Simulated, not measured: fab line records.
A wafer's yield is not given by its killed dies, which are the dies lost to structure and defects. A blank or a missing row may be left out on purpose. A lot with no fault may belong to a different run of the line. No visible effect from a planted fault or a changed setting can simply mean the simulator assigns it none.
Which tool was responsible? -- flow sky130 -- Sampling: 14 lots, 42 wafers, 4 of 708 route steps

## WHAT EACH GAUGE READ, for each wafer
SKY_POLY_GATE_OVL_MEAS_14.
lot,measured,on,POLY_GATE_OVL (nm)
L891,day 16 12:41,overlay-01,11 7 9
L895,day 17 16:24,overlay-02,4 4 3
L896,day 18 03:29,overlay-02,18 4 6
L904,day 21 06:24,overlay-02,14 13 6
L905,day 21 15:42,overlay-02,1 4 5
L906,day 21 16:50,overlay-01,7 8 3
L907,day 22 04:33,overlay-02,1 6 2
L908,day 22 13:48,overlay-01,1 9 9
L909,day 23 05:59,overlay-02,5 9 6
L910,day 23 08:03,overlay-02,0 3 6
L911,day 23 15:51,overlay-01,16 14 2
L912,day 23 20:53,overlay-01,3 13 17
L913,day 24 06:00,overlay-02,6 -8 3
L914,day 24 17:29,overlay-01,-4 -3 -3

SKY_CONTACT_THK_MEAS_03.
lot,measured,on,CONTACT_HDPCVD_THK (nm)
L891,day 30 12:56,film_metro-01,566 566 574
L895,day 31 13:48,film_metro-03,563 563 560
L896,day 32 00:06,film_metro-02,564 566 550
L904,day 34 17:34,film_metro-01,568 571 564
L905,day 35 00:46,film_metro-01,568 577 581
L906,day 35 02:50,film_metro-01,569 577 578
L907,day 35 11:08,film_metro-01,573 573 578
L908,day 35 17:20,film_metro-01,553 561 562
L909,day 36 08:44,film_metro-01,564 560 561
L910,day 36 11:50,film_metro-01,563 565 565
L911,day 36 15:15,film_metro-03,568 555 565
L912,day 37 00:03,film_metro-01,558 565 561
L913,day 37 07:28,film_metro-03,569 561 564
L914,day 37 13:30,film_metro-02,570 566 564

SKY_CONTACT_RS_MEAS_25: measures by four-point-probe.
lot,measured,on,CONTACT_W_RS (ohm/sq)
L891,day 31 18:23,film_metro-02,0.342 0.338 0.339
L895,day 32 18:22,film_metro-02,0.335 0.346 0.341
L896,day 33 05:16,film_metro-02,0.349 0.333 0.334
L904,day 35 22:00,film_metro-03,0.338 0.338 0.336
L905,day 36 04:39,film_metro-02,0.339 0.342 0.340
L906,day 36 06:01,film_metro-03,0.332 0.334 0.333
L907,day 36 14:27,film_metro-01,0.336 0.343 0.338
L908,day 36 20:10,film_metro-01,0.342 0.336 0.332
L909,day 37 10:55,film_metro-01,0.332 0.339 0.343
L910,day 37 14:41,film_metro-03,0.343 0.337 0.340
L911,day 37 18:24,film_metro-03,0.333 0.341 0.332
L912,day 38 03:10,film_metro-02,0.341 0.333 0.339
L913,day 38 10:29,film_metro-01,0.340 0.338 0.337
L914,day 38 16:11,film_metro-02,0.335 0.338 0.339

## EACH LOT AND THE TOOL THAT RAN IT (in order: tool; ch and the chambers of the sampled wafers; start)
lot,SKY_NWELL_IMPLANT_24
L891,"implanter-02 ch 0, day 5 14:45"
L895,"implanter-03 ch 0, day 6 08:08"
L896,"implanter-03 ch 0, day 6 14:03"
L904,"implanter-02 ch 0, day 8 15:23"
L905,"implanter-02 ch 0, day 8 20:53"
L906,"implanter-04 ch 0, day 9 00:13"
L907,"implanter-02 ch 0, day 9 07:50"
L908,"implanter-02 ch 0, day 9 14:31"
L909,"implanter-04 ch 0, day 10 00:30"
L910,"implanter-04 ch 0, day 10 02:14"
L911,"implanter-03 ch 0, day 10 09:41"
L912,"implanter-03 ch 0, day 10 14:07"
L913,"implanter-03 ch 0, day 10 22:11"
L914,"implanter-03 ch 0, day 11 04:58"
- SKY_NWELL_IMPLANT_24

## AS READ BY THE TOOLS THEMSELVES (means over the sampled wafers that have a number; for cases with no such wafer, the mark the record gives instead)
SKY_NWELL_IMPLANT_24.
lot,tool,dose_ions_cm2,end_station_pressure_torr (Torr)
L891,implanter-02,9.203e+12,5.05e-06
L895,implanter-03,9.539e+12,4.81e-06
L896,implanter-03,9.533e+12,4.92e-06
L904,implanter-02,9.210e+12,5.02e-06
L905,implanter-02,9.203e+12,5.14e-06
L906,implanter-04,9.204e+12,4.96e-06
L907,implanter-02,9.194e+12,5.10e-06
L908,implanter-02,9.195e+12,5.02e-06
L909,implanter-04,9.194e+12,5.10e-06
L910,implanter-04,9.199e+12,5.37e-06
L911,implanter-03,9.208e+12,5.00e-06
L912,implanter-03,9.195e+12,5.09e-06
L913,implanter-03,9.185e+12,4.98e-06
L914,implanter-03,9.192e+12,5.15e-06

## THE ANSWER, worked out from the rows above alone
Rule: the lots themselves supply what counts as usual. The widest of any qualifying gaps counts: lots, ordered by their means at a reading, are off when they make up no more than a third of the lots, leave a main group of 4 or more, and stand apart from it by 3 or more times the standard deviation of that group's means. A main group whose means are all the same, to the digits that the tables above print for the reading, isn't used. Also off: a lot with no number at a reading for which 4 or more lots have one. Where the step has rows for the other lots, those lots are counted as sound. The gauges are gone through in route order, then the tools' own readings, and for those a lot's mean is taken as printed above. At the first step where some lot is off, the reading lying furthest off is the one used; lots without a number count as furthest.
Off: L895, L896, at SKY_NWELL_IMPLANT_24 (dose_ions_cm2). Main group: mean 9.198e+12, sd 7e+09.
A tool fits if, at that step or a process step before it, it ran every lot that is off, and no sound lot after the first of them. Of those tried, none fits.

## WHAT HAD BEEN PUT IN BY THE SIMULATOR
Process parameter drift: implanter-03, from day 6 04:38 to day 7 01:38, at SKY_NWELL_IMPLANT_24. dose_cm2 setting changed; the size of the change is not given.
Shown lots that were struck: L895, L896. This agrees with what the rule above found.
